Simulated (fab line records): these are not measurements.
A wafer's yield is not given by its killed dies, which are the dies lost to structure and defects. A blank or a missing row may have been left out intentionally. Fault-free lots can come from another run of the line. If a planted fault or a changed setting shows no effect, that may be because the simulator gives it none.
Problem report in the 8D (eight disciplines) form, filled by code ; flow gf180mcu ; the parts of the form that need people (team, actions taken, sign-off) are left out

## 1. THE PROBLEM
dose_ions_cm2 at GF_VT_IMPLANT_IMPLANT_08 reads a mean of 7.40e+12 on 6 wafers of 2 lots; wafers without a fault read 8.29e+12 with a standard deviation of 8.8e+09. That is -99 or more standard deviations from the usual mean.
Seen first at day 10 18:14 on implanter-03, wafer L856.1. Wafers with a number at this step in the record: 42, from 14 lots. Rule for "out", or "out of limits": more than 4 standard deviations from the usual mean. The rest of the wafers with a number are treated as sound.

## 2. WHAT THIS IS AND IS NOT
question;is;is not
which readings at this step;dose_ions_cm2;-
which lots;L856, L857;L837, L838, L839, L840, L841, L843, L844, L845, L846, L847, L853, L859
which wafers of those lots;all that have a number;-
read on which tools;implanter-03;implanter-01, implanter-02
when;from day 10 18:14;"up to then (33 sound wafers); but 3 sound wafers of L859 came after"

## 3. THE SUSPECTS, EACH WITH WHAT RULES IT OUT
Counting: a tool stays on the suspect list if, at a process step up to the reading, it processed all lots that are out and no sound lot following the first of them.
- implanter-03 at GF_VT_IMPLANT_IMPLANT_08: kept. All lots that are out passed through it, beginning with L856 at day 10 18:14, and no sound lot followed; its final sound lot before that point was L846 at day 8 03:13. Its own dose_ions_cm2 readings are out on those wafers.
Left after counting: implanter-03 at GF_VT_IMPLANT_IMPLANT_08.

## 4. THE CAUSE (what the simulator had put in)
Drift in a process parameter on implanter-03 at GF_VT_IMPLANT_IMPLANT_08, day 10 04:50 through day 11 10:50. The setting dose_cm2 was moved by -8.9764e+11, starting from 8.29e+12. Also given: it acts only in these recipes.
After counting, this tool was the only one left.

## 5. SEQUENCE OF EFFECTS, ordered by route
Rows list readings where the struck wafers' mean (over those with a number) sits beyond 3 standard deviations from the usual. Only readings whose record carries a usual standard deviation are examined. hours: median over the lots of the time between each lot's start at the first step of this table that gives one and its start at this step. sigmas: the change, counted in usual standard deviations.
hours;step;reading;usual;on struck wafers;change;sigmas
0;GF_VT_IMPLANT_IMPLANT_08;dose_ions_cm2;8.29e+12;7.40e+12;-8.93e+11;-99 or more
0;GF_VT_IMPLANT_IMPLANT_08;faraday_current_uA;46.7;42.4;-4.4;-4.4
Its process steps:
- GF_VT_IMPLANT_IMPLANT_08
Later steps that measure or inspect, where all struck wafers having a row at the step show a number for every such reading and not one has moved that far: GF_HV_LDD_OVL_MEAS_20.

## 6. WHAT WOULD HAVE CAUGHT IT SOONER
13 hours passed between the start of the fault at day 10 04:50 and the first reading out of limits in this record, taken at day 10 18:14.
